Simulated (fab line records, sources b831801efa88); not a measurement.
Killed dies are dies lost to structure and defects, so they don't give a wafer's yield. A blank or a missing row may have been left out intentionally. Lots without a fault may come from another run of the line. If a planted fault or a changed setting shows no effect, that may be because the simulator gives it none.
Chamber matching	flow sky130	rie-diel-02 running SKY_SPACER_ETCHBACK_02: 4 sister chambers
The step etches Si3N4 in CH3F/O2, stops on SiO2, time 46.7 s, target depth 45 nm. 18 wafers are shown with their chamber, then 9 later ones without.

## WAFERS PAIRED WITH THEIR CHAMBERS
wafer	chamber	oes-product-au (a.u.)	chamber-pressure-mTorr (mTorr)	throttle-valve-pct (%)
L879.2	2	0.869	24.946	10.560
L879.4	2	0.859	25.001	10.583
L879.5	0	0.859	25.046	10.567
L880.1	2	0.845	24.972	10.547
L880.2	0	0.859	25.021	10.569
L880.3	1	0.849	24.979	10.562
L881.1	2	0.846	25.008	10.573
L881.5	0	0.849	25.005	10.555
L881.6	3	0.845	25.002	10.546
L882.1	3	0.847	25.007	10.567
L882.2	0	0.855	24.999	10.557
L882.5	1	0.849	24.980	10.566
L888.2	1	0.851	24.985	10.563
L888.4	0	0.857	24.975	10.562
L888.6	2	0.858	25.025	10.534
L890.2	2	0.858	24.998	10.559
L890.3	3	0.857	25.013	10.570
L890.6	3	0.851	24.985	10.563

SIGNATURES (averages over the wafers above)
reading	chamber 0	chamber 1	chamber 2	chamber 3	scatter within a chamber
oes-product-au	0.85580	0.84967	0.85583	0.85000	0.00634
chamber-pressure-mTorr	25.00920	24.98133	24.99167	25.00175	0.0227
throttle-valve-pct	10.56200	10.56367	10.55933	10.56150	0.0121
Rule: for a wafer and a chamber, the distance is found by dividing, reading by reading, the gap between the wafer's reading and the chamber's mean by the reading's scatter, squaring, summing and taking the root. The wafer belongs to the nearest chamber; if the next one is less than 2 further off, it can't be placed. The scatter: the root of (the sum of the squares of (reading less its chamber's mean) over the shown wafers, divided by (wafers less chambers)).

## WAFERS WHOSE CHAMBER IS MISSING
wafer	oes-product-au (a.u.)	chamber-pressure-mTorr (mTorr)	throttle-valve-pct (%)
L889.4	0.852	25.029	10.546
L889.5	0.853	24.985	10.554
L889.6	0.844	25.026	10.576
L893.2	0.861	25.013	10.560
L893.3	0.862	25.001	10.565
L893.5	0.841	25.015	10.562
L901.2	0.853	24.988	10.562
L901.3	0.850	25.009	10.570
L901.4	0.851	25.007	10.559

## WHICH CHAMBER EACH WENT THROUGH
wafer	from the rows above	in truth
L889.4	can't be placed: 0 or 3 or 2 or 1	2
L889.5	can't be placed: 2 or 1 or 3 or 0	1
L889.6	can't be placed: 3 or 0 or 1 or 2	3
L893.2	can't be placed: 0 or 2 or 3 or 1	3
L893.3	can't be placed: 0 or 2 or 3 or 1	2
L893.5	can't be placed: 3 or 1 or 0 or 2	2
L901.2	can't be placed: 2 or 1 or 3 or 0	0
L901.3	can't be placed: 3 or 0 or 1 or 2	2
L901.4	can't be placed: 3 or 0 or 2 or 1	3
Placed correctly: 0 of 9. Cannot be placed on the basis of these rows: 9; the candidates contain the true chamber in 9. Wrongly placed: 0.
